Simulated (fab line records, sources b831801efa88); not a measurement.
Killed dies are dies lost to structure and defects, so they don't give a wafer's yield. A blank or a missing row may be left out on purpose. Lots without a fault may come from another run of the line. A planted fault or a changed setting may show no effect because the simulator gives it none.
A struck lot beside a sound one | flow sky130 | 15 steps out of a route of 708
Sound: wafers L367.1, L367.2, L367.5. Struck: wafers L375.2, L375.4, L375.6. The cause comes at the end.
At each step with rows: each side's tool, then ch and its chambers, then its first start. Under that, the readings that differ: sound wafers | struck wafers | difference of the means | sigmas: that difference in standard deviations of wafers without a fault.
alike: readings whose means differ by less than 2 such deviations, and words and numbers that are the same on both sides. not compared: withheld readings, readings that some wafer has no value for, bounds like >300 that may hide the same value, and numbers for which the record gives no deviation and whose values overlap.
The two part at a step that has a row with sigmas, a row that says differs or no value, or rows on one side only. Numbers that don't overlap but have no deviation are shown without sigmas and don't part them. A reading that every wafer of one side lacks parts them only if that side has two wafers or more.

first, 8 steps without rows for these wafers: SKY_CONTACT_DEHYDRATE_06 (time 60 s); SKY_CONTACT_HMDS_07 (prime time 60 s); SKY_CONTACT_COAT_08 (resist thk 60 nm); SKY_CONTACT_COAT_09 (resist thk 450 nm); SKY_CONTACT_SOFTBAKE_10 (time 90 s); SKY_CONTACT_EXPOSE_11 (exposes mask CTM1, target cd 170 nm); SKY_CONTACT_PEB_12; SKY_CONTACT_DEVELOP_13 (develop time 60 s).
SKY_CONTACT_CD_MEAS_14: target cd 170 nm.
  sound on cd_sem-01, day 33 03:01; struck on cd_sem-02, day 36 06:02
  alike: cd_nm
SKY_CONTACT_OVL_MEAS_15:
  sound on overlay-02, day 33 03:08; struck on overlay-01, day 36 06:08
  alike: CONTACT_OVL
SKY_CONTACT_ETCH_16: etches BARC in N2/H2, stops on SiO2, time 45.9 s, target depth 60 nm.
  sound on rie_diel-01 ch 0,1,2, day 33 03:10; struck on rie_diel-01 ch 1,2,3, day 36 06:10
  alike: bias_w, drypump_motor_current_A, oes_product_au, throttle_valve_pct
  not compared: rf_hours_counter_h
SKY_CONTACT_ETCH_17: etches SiO2 in C4F8/O2/Ar, stops on Si3N4, target depth 340 nm.
  sound on rie_diel-01 ch 0,1,2, day 33 03:13; struck on rie_diel-01 ch 1,2,3, day 36 06:13
  alike: bias_w, oes_product_au
SKY_CONTACT_ETCH_18: etches Si3N4 in CHF3/O2, stops on TiN, time 39 s, target depth 75 nm.
  sound on rie_diel-01 ch 0,1,2, day 33 03:00; struck on rie_diel-01 ch 1,2,3, day 36 06:00
  reading    | sound             | struck            | difference | sigmas
  bias_w (W) | 200.7 199.8 199.6 | 222.5 222.4 222.5 | +22.4      | +41
  alike: drypump_motor_current_A, oes_product_au, throttle_valve_pct
  not compared: rf_hours_counter_h
SKY_CONTACT_STRIP_19: strips in O2/N2.
  sound on plasma_asher-03 ch 0,1, day 33 03:18; struck on plasma_asher-02 ch 0,1, day 36 06:19
  alike: drypump_motor_current_A, oes_product_au, strip_time_to_endpoint_s
  not compared: rf_hours_counter_h
-- the record jumps here: 13 days lie between the struck wafers' starts before and after (it left off in module CONTACT and takes up again in module PAD_OPEN, whose first step shown is number 708 of the route) --
SKY_PAD_OPEN_PROBE_99:
  sound on prober-02, day 47 00:52; struck on prober-01, day 49 09:10
  reading            | sound    | struck   | difference | sigmas
  killed_at_M0_to_M3 | 30 40 33 | 49 55 49 | +17        | +2
  alike: killed_at_M4_up, killed_at_contacts, killed_at_front_end, killed_at_other, killed_dies, killed_open, killed_short

WHERE THEY PART
First at SKY_CONTACT_ETCH_18; last, within this record, at SKY_PAD_OPEN_PROBE_99.

WHY: what the simulator had put in
Process parameter drift: rie_diel-01, from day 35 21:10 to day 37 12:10, at SKY_CONTACT_ETCH_18. Setting bias_w, moved by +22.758, from 200. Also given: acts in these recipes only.
